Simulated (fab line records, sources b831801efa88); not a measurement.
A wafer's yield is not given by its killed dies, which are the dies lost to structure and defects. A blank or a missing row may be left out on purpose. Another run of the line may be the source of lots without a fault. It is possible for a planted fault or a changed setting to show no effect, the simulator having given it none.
Code-filled problem report in 8D (eight disciplines) form / flow sky130 / the parts of the form that need people (team, actions taken, sign-off) are left out

== 1. WHAT IS WRONG ==
At SKY_PASSIVATION_EXPOSE_08, exposure-dose-mJ-cm2 averages 278.38 over 12 wafers from 4 lots, while fault-free wafers read 259.97, standard deviation 0.25. Measured from the usual mean, that is +74 standard deviations.
The step: exposes mask NSM, target cd 3000 nm.
The first sign was on wafer L724.3 at day 46 03:47, on iline-stepper-02. The record holds 36 wafers of 12 lots with a number at this step. The rule behind "out" and "out of limits": a value lying over 4 standard deviations away from the usual mean. The other wafers with a number count as sound.

== 2. WHAT IT IS; WHAT IT IS NOT ==
question=which readings at this step | is=exposure-dose-mJ-cm2 | is not=-
question=which lots | is=L723, L724, L725, L726 | is not=L719, L720, L722, L730, L731, L734, L737, L739
question=which wafers of those lots | is=all that have a number | is not=-
question=read on which tools | is=iline-stepper-02 | is not=iline-stepper-01
question=when | is=from day 46 03:47 | is not=up to then (9 sound wafers); but 15 sound wafers of L730, L731, L734, L737, L739 came after

== 3. WHAT RULES OUT EACH SUSPECT ==
Counting: a tool at any process step up to the reading remains a suspect when it ran all the lots that are out and ran no sound lot after the first of those.
- iline-stepper-02 at SKY_PASSIVATION_EXPOSE_08 (exposes mask NSM, target cd 3000 nm): kept. It ran every lot that is out, first L724 (day 46 03:47), and no sound lot after that; its last sound lot up to then is L720 (day 45 20:29). Its own exposure-dose-mJ-cm2 readings are out on those wafers.
The count leaves iline-stepper-02 at SKY_PASSIVATION_EXPOSE_08.

== 4. THE CAUSE (what the simulator had put in) ==
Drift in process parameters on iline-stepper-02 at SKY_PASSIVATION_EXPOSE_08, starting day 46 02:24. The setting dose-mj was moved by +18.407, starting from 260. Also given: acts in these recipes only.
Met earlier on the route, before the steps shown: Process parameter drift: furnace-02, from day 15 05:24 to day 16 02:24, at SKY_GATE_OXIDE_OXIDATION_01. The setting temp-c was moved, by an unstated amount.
The count eliminated every tool but this one.

== 5. THE EFFECT CHAIN, in route order ==
Rows list readings where the struck wafers' mean (over those with a number) sits beyond 3 standard deviations from the usual. Readings are gone through only where the record gives a usual standard deviation; hours: the median, over the lots, of the time from a lot's start at the first step in this table giving one to that lot's start at this step; sigmas: the change measured in usual standard deviations.
hours=0; step=SKY_PASSIVATION_EXPOSE_08; reading=exposure-dose-mJ-cm2; usual=259.97; on struck wafers=278.38; change=+18.41; sigmas=+74
The process steps in it:
- SKY_PASSIVATION_EXPOSE_08: exposes mask NSM, target cd 3000 nm.

== 6. HOW IT WOULD HAVE BEEN CAUGHT EARLIER ==
In this record the first reading out of limits was taken at day 46 03:47, 1 hour after the fault began at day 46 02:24.
